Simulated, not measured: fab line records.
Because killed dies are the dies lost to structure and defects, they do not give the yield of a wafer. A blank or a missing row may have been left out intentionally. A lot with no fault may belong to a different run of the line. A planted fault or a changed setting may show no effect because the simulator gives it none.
Which tool was responsible? | flow sky130 | Sampling: 12 lots, 36 wafers, 3 of 708 route steps

WHAT EACH GAUGE READ, for each wafer
SKY_FIELD_ISO_BOW_MEAS_00. Usual: INCOMING_BOW typically reads 0 um, with standard deviation 6.5.
lot  | measured    | on            | INCOMING_BOW (um) | flag
L198 | day 1 15:00 | film_metro-01 | -2 -3 4           |
L200 | day 2 01:00 | film_metro-03 | -3 6 -4           |
L201 | day 2 06:00 | film_metro-02 | -11 6 -4          |
L204 | day 2 21:00 | film_metro-01 | -3 3 4            |
L205 | day 3 02:01 | film_metro-03 | 6 -1 -5           |
L208 | day 3 17:02 | film_metro-02 | 3 12 2            |
L209 | day 3 22:00 | film_metro-02 | -3 3 -5           |
L210 | day 4 03:02 | film_metro-03 | -5 5 12           |
L211 | day 4 08:00 | film_metro-02 | 1 -3 -9           |
L212 | day 4 13:00 | film_metro-02 | -2 0 -8           |
L219 | day 6 00:01 | film_metro-01 | 5 -4 12           |
L220 | day 6 05:01 | film_metro-01 | -7 -4 -3          |

SKY_VT_ADJUST_HVTR_TW_MEAS_11. Usual: VT_ADJUST_HVTR_TW typically reads 209.4, with standard deviation 1.
lot  | measured     | on            | VT_ADJUST_HVTR_TW | flag
L198 | day 9 22:40  | film_metro-01 | 209.5 209.2 208.4 |
L200 | day 10 08:25 | film_metro-01 | 208.3 207.8 208.5 |
L201 | day 10 21:53 | film_metro-04 | 210.3 209.6 211.0 |
L204 | day 11 16:43 | film_metro-04 | 209.2 210.5 210.6 |
L205 | day 12 01:07 | film_metro-04 | 209.7 209.9 209.8 |
L208 | day 12 14:40 | film_metro-04 | 210.4 211.3 210.4 |
L209 | day 13 10:20 | film_metro-03 | 219.7 220.1 219.5 | OFF
L210 | day 13 18:14 | film_metro-01 | 209.8 209.5 210.5 |
L211 | day 13 21:55 | film_metro-01 | 221.5 221.3 220.7 | OFF
L212 | day 14 04:16 | film_metro-04 | 220.1 219.8 219.4 | OFF
L219 | day 16 11:25 | film_metro-01 | 210.5 210.5 209.4 |
L220 | day 16 14:13 | film_metro-01 | 209.9 209.5 210.1 |

WHICH TOOL RAN EACH LOT (tool, then ch and the chambers of the sampled wafers, then the start)
lot  | SKY_VT_ADJUST_HVTR_IMPLANT_09
L198 | implanter-04 ch 0, day 9 22:25
L200 | implanter-04 ch 0, day 10 08:10
L201 | implanter-03 ch 0, day 10 21:38
L204 | implanter-01 ch 0, day 11 16:28
L205 | implanter-04 ch 0, day 12 00:53
L208 | implanter-04 ch 0, day 12 14:26
L209 | implanter-04 ch 0, day 13 10:05
L210 | implanter-01 ch 0, day 13 18:01
L211 | implanter-04 ch 0, day 13 21:40
L212 | implanter-04 ch 0, day 14 04:01
L219 | implanter-01 ch 0, day 16 11:11
L220 | implanter-04 ch 0, day 16 13:59
- SKY_VT_ADJUST_HVTR_IMPLANT_09

AS READ BY THE TOOLS THEMSELVES (means over the sampled wafers that have a number; for cases with no such wafer, the mark the record gives instead)
SKY_VT_ADJUST_HVTR_IMPLANT_09. Usual: beam_on_s 10.00 s, standard deviation 0.2; end_station_pressure_torr 5.02e-06 Torr, standard deviation 2.9e-07; faraday_current_uA 11.84, standard deviation 0.24.
lot  | tool         | beam_on_s (s) | end_station_pressure_torr (Torr) | faraday_current_uA | flag
L198 | implanter-04 | 9.84          | 4.99e-06                         | 12.01              |
L200 | implanter-04 | 9.86          | 5.05e-06                         | 12.04              |
L201 | implanter-03 | 10.13         | 5.17e-06                         | 11.70              |
L204 | implanter-01 | 9.91          | 4.92e-06                         | 11.97              |
L205 | implanter-04 | 9.96          | 4.57e-06                         | 11.89              |
L208 | implanter-04 | 9.72          | 4.92e-06                         | 12.18              |
L209 | implanter-04 | 11.72         | 8.69e-05                         | 10.18              | OFF
L210 | implanter-01 | 10.17         | 4.85e-06                         | 11.63              |
L211 | implanter-04 | 11.91         | 9.29e-05                         | 9.97               | OFF
L212 | implanter-04 | 12.01         | 9.07e-05                         | 9.89               | OFF
L219 | implanter-01 | 9.85          | 5.24e-06                         | 12.02              |
L220 | implanter-04 | 9.98          | 4.83e-06                         | 11.88              |

THE ANSWER, worked out from the rows above alone
Rule: lot off if the mean of its wafers having a number is beyond 3 standard deviations from the usual mean. A lot without any number at a reading at which 4 lots or more have one is off too. All remaining lots with rows at the step are treated as sound. First the gauges in route order, then the tools' own readings, where a lot's mean is used as printed above. The first step at which some lot is off is used, and at that step the reading that is off furthest; a lot without a number counts as furthest.
Off: L209, L211, L212, at SKY_VT_ADJUST_HVTR_TW_MEAS_11 (VT_ADJUST_HVTR_TW).
If a tool, at a process step before that reading, ran all the lots that are off and no sound lot after the first of them, it fits. The gauges at SKY_VT_ADJUST_HVTR_TW_MEAS_11 aren't tried: what is off there is off at SKY_VT_ADJUST_HVTR_IMPLANT_09 too, on other tools, and a gauge's error can't cause that. None of those tried fits.

WHAT THE SIMULATOR HAD PUT IN
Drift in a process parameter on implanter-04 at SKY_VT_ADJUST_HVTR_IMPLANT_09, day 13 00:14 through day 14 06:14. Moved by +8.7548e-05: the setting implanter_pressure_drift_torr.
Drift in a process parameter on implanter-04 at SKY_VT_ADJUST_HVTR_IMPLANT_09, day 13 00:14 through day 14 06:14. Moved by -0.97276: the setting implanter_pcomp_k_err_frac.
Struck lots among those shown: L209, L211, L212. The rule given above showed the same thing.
